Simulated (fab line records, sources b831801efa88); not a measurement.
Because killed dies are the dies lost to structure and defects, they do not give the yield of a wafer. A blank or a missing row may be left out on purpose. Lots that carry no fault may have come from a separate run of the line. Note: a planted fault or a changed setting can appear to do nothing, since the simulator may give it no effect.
Which tool did it? / flow gf180mcu / 13 lots, 39 wafers sampled, at 4 steps of a route of 602

== WHAT EACH GAUGE READ, for each wafer ==
GF_CONTACT_OVL_MEAS_15. Usual: for CONTACT_OVL the level is 5 nm and the standard deviation is 4.2.
lot=L428; measured=day 16 21:18; on=overlay-02; CONTACT_OVL (nm)=4 6 5; flag=
lot=L430; measured=day 17 18:05; on=overlay-02; CONTACT_OVL (nm)=3 7 2; flag=
lot=L431; measured=day 17 16:26; on=overlay-02; CONTACT_OVL (nm)=4 13 8; flag=
lot=L432; measured=day 18 02:18; on=overlay-01; CONTACT_OVL (nm)=3 -1 3; flag=
lot=L433; measured=day 18 15:45; on=overlay-01; CONTACT_OVL (nm)=-2 -1 0; flag=
lot=L434; measured=day 19 02:11; on=overlay-02; CONTACT_OVL (nm)=10 13 8; flag=
lot=L435; measured=day 19 15:50; on=overlay-02; CONTACT_OVL (nm)=6 9 4; flag=
lot=L439; measured=day 20 10:32; on=overlay-01; CONTACT_OVL (nm)=6 14 5; flag=
lot=L441; measured=day 21 02:38; on=overlay-02; CONTACT_OVL (nm)=8 3 -3; flag=
lot=L443; measured=day 21 15:59; on=overlay-02; CONTACT_OVL (nm)=5 -5 10; flag=
lot=L447; measured=day 23 01:32; on=overlay-01; CONTACT_OVL (nm)=3 2 3; flag=
lot=L448; measured=day 23 08:30; on=overlay-01; CONTACT_OVL (nm)=13 8 3; flag=
lot=L449; measured=day 23 17:23; on=overlay-01; CONTACT_OVL (nm)=11 7 9; flag=

GF_V1_THK_MEAS_01. Usual: for V1_CVD_00_THK the level is 599 nm and the standard deviation is 7.1.
lot=L428; measured=day 17 22:48; on=film metro-02; V1_CVD_00_THK (nm)=610 615 617; flag=
lot=L430; measured=day 18 20:27; on=film metro-04; V1_CVD_00_THK (nm)=609 607 603; flag=
lot=L431; measured=day 18 18:26; on=film metro-01; V1_CVD_00_THK (nm)=605 599 599; flag=
lot=L432; measured=day 19 05:07; on=film metro-02; V1_CVD_00_THK (nm)=593 599 594; flag=
lot=L433; measured=day 19 18:00; on=film metro-01; V1_CVD_00_THK (nm)=605 589 591; flag=
lot=L434; measured=day 20 04:44; on=film metro-02; V1_CVD_00_THK (nm)=597 603 611; flag=
lot=L435; measured=day 20 17:55; on=film metro-02; V1_CVD_00_THK (nm)=599 592 603; flag=
lot=L439; measured=day 21 12:19; on=film metro-02; V1_CVD_00_THK (nm)=595 594 589; flag=
lot=L441; measured=day 22 04:38; on=film metro-04; V1_CVD_00_THK (nm)=607 596 596; flag=
lot=L443; measured=day 22 16:47; on=film metro-04; V1_CVD_00_THK (nm)=590 607 601; flag=
lot=L447; measured=day 24 02:08; on=film metro-04; V1_CVD_00_THK (nm)=586 591 590; flag=
lot=L448; measured=day 24 09:22; on=film metro-04; V1_CVD_00_THK (nm)=596 593 593; flag=
lot=L449; measured=day 24 17:14; on=film metro-04; V1_CVD_00_THK (nm)=596 613 605; flag=

== WHAT TOOL EACH LOT RAN ON (gives the tool, then ch and the chambers of the sampled wafers, and finally the start) ==
lot=L428; GF_DUAL_GATE_COAT_06=litho track-01 ch 0, day 8 07:52; GF_DUAL_GATE_STRIP_13=plasma asher-03 ch 0,1, day 8 16:49
lot=L430; GF_DUAL_GATE_COAT_06=litho track-04 ch 0, day 9 00:52; GF_DUAL_GATE_STRIP_13=plasma asher-03 ch 0,1, day 9 09:11
lot=L431; GF_DUAL_GATE_COAT_06=litho track-03 ch 0, day 9 02:40; GF_DUAL_GATE_STRIP_13=plasma asher-03 ch 0,1, day 9 11:29
lot=L432; GF_DUAL_GATE_COAT_06=litho track-03 ch 0, day 9 05:48; GF_DUAL_GATE_STRIP_13=plasma asher-02 ch 0,1, day 9 14:29
lot=L433; GF_DUAL_GATE_COAT_06=litho track-01 ch 0, day 9 17:33; GF_DUAL_GATE_STRIP_13=plasma asher-04 ch 0, day 10 02:14
lot=L434; GF_DUAL_GATE_COAT_06=litho track-01 ch 0, day 10 01:40; GF_DUAL_GATE_STRIP_13=plasma asher-04 ch 0,1, day 10 10:20
lot=L435; GF_DUAL_GATE_COAT_06=litho track-01 ch 0, day 10 13:27; GF_DUAL_GATE_STRIP_13=plasma asher-03 ch 0,1, day 10 21:38
lot=L439; GF_DUAL_GATE_COAT_06=litho track-04 ch 0, day 11 08:34; GF_DUAL_GATE_STRIP_13=plasma asher-03 ch 0,1, day 11 17:17
lot=L441; GF_DUAL_GATE_COAT_06=litho track-01 ch 0, day 11 22:25; GF_DUAL_GATE_STRIP_13=plasma asher-02 ch 0,1, day 12 07:43
lot=L443; GF_DUAL_GATE_COAT_06=litho track-01 ch 0, day 12 09:07; GF_DUAL_GATE_STRIP_13=plasma asher-03 ch 1, day 12 19:26
lot=L447; GF_DUAL_GATE_COAT_06=litho track-04 ch 0, day 13 12:13; GF_DUAL_GATE_STRIP_13=plasma asher-03 ch 0,1, day 13 22:32
lot=L448; GF_DUAL_GATE_COAT_06=litho track-04 ch 0, day 13 19:01; GF_DUAL_GATE_STRIP_13=plasma asher-04 ch 0,1, day 14 05:10
lot=L449; GF_DUAL_GATE_COAT_06=litho track-03 ch 0, day 14 02:04; GF_DUAL_GATE_STRIP_13=plasma asher-03 ch 0,1, day 14 13:23
- GF_DUAL_GATE_COAT_06: resist thk 1000 nm.
- GF_DUAL_GATE_STRIP_13: strips in O2/N2.

== AS READ BY THE TOOLS THEMSELVES (means over the sampled wafers that have a number; for cases with no such wafer, the mark the record gives instead) ==
GF_DUAL_GATE_COAT_06. Usual: spin speed rpm at 3000.1 rpm, with a standard deviation of 1.8.
lot=L428; tool=litho track-01; spin speed rpm (rpm)=3001.8; flag=
lot=L430; tool=litho track-04; spin speed rpm (rpm)=2999.4; flag=
lot=L431; tool=litho track-03; spin speed rpm (rpm)=3000.9; flag=
lot=L432; tool=litho track-03; spin speed rpm (rpm)=3000.2; flag=
lot=L433; tool=litho track-01; spin speed rpm (rpm)=2999.8; flag=
lot=L434; tool=litho track-01; spin speed rpm (rpm)=3000.6; flag=
lot=L435; tool=litho track-01; spin speed rpm (rpm)=2999.6; flag=
lot=L439; tool=litho track-04; spin speed rpm (rpm)=2998.2; flag=
lot=L441; tool=litho track-01; spin speed rpm (rpm)=2578.9; flag=OFF
lot=L443; tool=litho track-01; spin speed rpm (rpm)=2575.5; flag=OFF
lot=L447; tool=litho track-04; spin speed rpm (rpm)=3000.4; flag=
lot=L448; tool=litho track-04; spin speed rpm (rpm)=3000.1; flag=
lot=L449; tool=litho track-03; spin speed rpm (rpm)=3000.8; flag=

GF_DUAL_GATE_STRIP_13. Usual: drypump motor current A 5.4 A, standard deviation 0.32; heater power w 347 W, standard deviation 52; n2 flow sccm 300.0 sccm, standard deviation 0.86; oes product au 0.716 a.u., standard deviation 0.0047; strip time to endpoint s 12.64 s, standard deviation 0.04.
lot=L428; tool=plasma asher-03; drypump motor current A (A)=5.3; heater power w (W)=357; n2 flow sccm (sccm)=300.4; oes product au (a.u.)=0.717; strip time to endpoint s (s)=12.67; flag=
lot=L430; tool=plasma asher-03; drypump motor current A (A)=5.3; heater power w (W)=362; n2 flow sccm (sccm)=300.1; oes product au (a.u.)=0.720; strip time to endpoint s (s)=12.59; flag=
lot=L431; tool=plasma asher-03; drypump motor current A (A)=5.1; heater power w (W)=394; n2 flow sccm (sccm)=299.4; oes product au (a.u.)=0.723; strip time to endpoint s (s)=12.64; flag=
lot=L432; tool=plasma asher-02; drypump motor current A (A)=5.7; heater power w (W)=319; n2 flow sccm (sccm)=299.9; oes product au (a.u.)=0.716; strip time to endpoint s (s)=12.62; flag=
lot=L433; tool=plasma asher-04; drypump motor current A (A)=5.5; heater power w (W)=393; n2 flow sccm (sccm)=299.2; oes product au (a.u.)=0.715; strip time to endpoint s (s)=12.65; flag=
lot=L434; tool=plasma asher-04; drypump motor current A (A)=5.1; heater power w (W)=346; n2 flow sccm (sccm)=300.4; oes product au (a.u.)=0.713; strip time to endpoint s (s)=12.70; flag=
lot=L435; tool=plasma asher-03; drypump motor current A (A)=5.1; heater power w (W)=407; n2 flow sccm (sccm)=300.5; oes product au (a.u.)=0.714; strip time to endpoint s (s)=12.68; flag=
lot=L439; tool=plasma asher-03; drypump motor current A (A)=5.2; heater power w (W)=363; n2 flow sccm (sccm)=300.4; oes product au (a.u.)=0.715; strip time to endpoint s (s)=12.63; flag=
lot=L441; tool=plasma asher-02; drypump motor current A (A)=5.7; heater power w (W)=303; n2 flow sccm (sccm)=300.1; oes product au (a.u.)=0.721; strip time to endpoint s (s)=13.53; flag=OFF
lot=L443; tool=plasma asher-03; drypump motor current A (A)=5.4; heater power w (W)=326; n2 flow sccm (sccm)=299.4; oes product au (a.u.)=0.714; strip time to endpoint s (s)=13.49; flag=OFF
lot=L447; tool=plasma asher-03; drypump motor current A (A)=5.2; heater power w (W)=396; n2 flow sccm (sccm)=300.0; oes product au (a.u.)=0.718; strip time to endpoint s (s)=12.58; flag=
lot=L448; tool=plasma asher-04; drypump motor current A (A)=5.1; heater power w (W)=350; n2 flow sccm (sccm)=300.9; oes product au (a.u.)=0.720; strip time to endpoint s (s)=12.61; flag=
lot=L449; tool=plasma asher-03; drypump motor current A (A)=5.3; heater power w (W)=360; n2 flow sccm (sccm)=299.7; oes product au (a.u.)=0.721; strip time to endpoint s (s)=12.66; flag=

== THE ANSWER, worked out from the rows above alone ==
Rule: lot off if the mean of its wafers having a number is beyond 3 standard deviations from the usual mean. Also off: a lot with no number at a reading for which 4 or more lots have one. Where the step has rows for the other lots, those lots are counted as sound. After the gauges, taken in route order, come the tools' own readings; for these a lot's mean is taken, as printed above. The first step at which some lot is off is used, and at that step the reading that is off furthest; a lot without a number counts as furthest.
Off: L441, L443, at GF_DUAL_GATE_COAT_06 (spin speed rpm).
A tool fits if, at that step or a process step before it, it ran every lot that is off, and no sound lot after the first of them. One fits: litho track-01 at GF_DUAL_GATE_COAT_06. A fault onset in the window from L435 (day 10 13:27, its last sound lot) to L441 (day 11 22:25, its first lot off) fits.
The tool's own readings at GF_DUAL_GATE_COAT_06 bear it out: on the lots that are off they differ by more than 5 times the standard deviation of the sound lots' means. spin speed rpm reads 2577.2 rpm there against 3000.2 rpm on the sound lots.

== WHAT HAD BEEN PUT IN BY THE SIMULATOR ==
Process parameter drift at GF_DUAL_GATE_COAT_06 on litho track-01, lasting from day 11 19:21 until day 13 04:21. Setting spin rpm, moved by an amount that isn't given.
Struck lots among those shown: L441, L443. The rule above reached the same finding.
